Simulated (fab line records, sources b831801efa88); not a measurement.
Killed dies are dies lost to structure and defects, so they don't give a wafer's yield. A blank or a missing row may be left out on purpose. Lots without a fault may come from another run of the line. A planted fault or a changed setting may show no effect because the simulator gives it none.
Chamber matching | flow gf180mcu | GF_V3_CMP_04 on cmp-01: 4 sister chambers
The step polishes SiO2. 4 wafers are shown with their chamber, then 8 later ones without.

WAFERS WITH THEIR CHAMBER
wafer  | chamber | motor_current_A (A)
L807.3 | 3       | 11.4
L808.5 | 0       | 11.8
L808.6 | 1       | 11.2
L810.1 | 2       | 12.5

WAFERS WITHOUT THEIR CHAMBER
wafer  | motor_current_A (A)
L810.4 | 12.3
L810.5 | 10.7
L811.3 | 13.2
L811.4 | 10.3
L811.5 | 12.2
L812.1 | 11.1
L812.4 | 12.4
L816.3 | 12.3

WHICH CHAMBER EACH WENT THROUGH
wafer  | from the rows above               | in truth
L810.4 | can't be placed: 2 or 0 or 3 or 1 | 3
L810.5 | can't be placed: 1 or 3 or 0      | 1
L811.3 | can't be placed: 2 or 0           | 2
L811.4 | can't be placed: 1 or 3 or 0      | 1
L811.5 | can't be placed: 2 or 0 or 3 or 1 | 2
L812.1 | can't be placed: 1 or 3 or 0      | 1
L812.4 | can't be placed: 2 or 0 or 3      | 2
L816.3 | can't be placed: 2 or 0 or 3 or 1 | 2
Placed correctly: 0 of 8. Can't be placed from these rows: 8 (the true chamber is among the candidates in 8). Placed wrongly: 0.
How it was worked out, from the rows above alone: a wafer's distance from a chamber is the root of the sum, over the readings, of the square of ((its reading less the chamber's mean) divided by the reading's scatter). The wafer belongs to the nearest chamber; if the next one is less than 2 further off, it can't be placed. A chamber's mean is the mean of its shown wafers. The scatter: with one shown wafer a chamber, the root of the mean of the squares of how far each hidden wafer lies from its nearest shown one.
